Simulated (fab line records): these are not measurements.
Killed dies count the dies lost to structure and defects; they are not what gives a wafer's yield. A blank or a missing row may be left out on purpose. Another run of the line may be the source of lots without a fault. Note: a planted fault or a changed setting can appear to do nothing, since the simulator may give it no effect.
What tool caused it? ; flow gf180mcu ; 18 wafers sampled from 6 lots at 1 step of a route of 602

== WHAT EACH GAUGE READ, for each wafer ==
GF_CONTACT_BOW_MEAS_05.
lot;measured;on;CONTACT_BOW (um)
L246;day 15 22:41;film_metro-03;59 76 61
L248;day 16 13:15;film_metro-01;65 64 61
L255;day 18 19:45;film_metro-03;61 62 56
L257;day 19 12:50;film_metro-01;72 62 71
L264;day 22 02:55;film_metro-01;70 66 69
L268;day 23 07:16;film_metro-01;74 72 67

== WHICH TOOL RAN EACH LOT (tool, then ch and the chambers of the sampled wafers, then the start) ==
Record: no process step prior to these readings.

== THE ANSWER, worked out from the rows above alone ==
Rule: the usual values come from the lots themselves. The widest of any qualifying gaps counts: lots, ordered by their means at a reading, are off when they make up no more than a third of the lots, leave a main group of 4 or more, and stand apart from it by 3 or more times the standard deviation of that group's means. Not used: any main group whose means are identical at the precision the tables above print for the reading. A lot without any number at a reading at which 4 lots or more have one is off too. Any other lot the step has rows for is counted as sound.
No lot is off on any of the readings shown, so nothing can be concluded from this.

== WHAT THE SIMULATOR PUT IN ==
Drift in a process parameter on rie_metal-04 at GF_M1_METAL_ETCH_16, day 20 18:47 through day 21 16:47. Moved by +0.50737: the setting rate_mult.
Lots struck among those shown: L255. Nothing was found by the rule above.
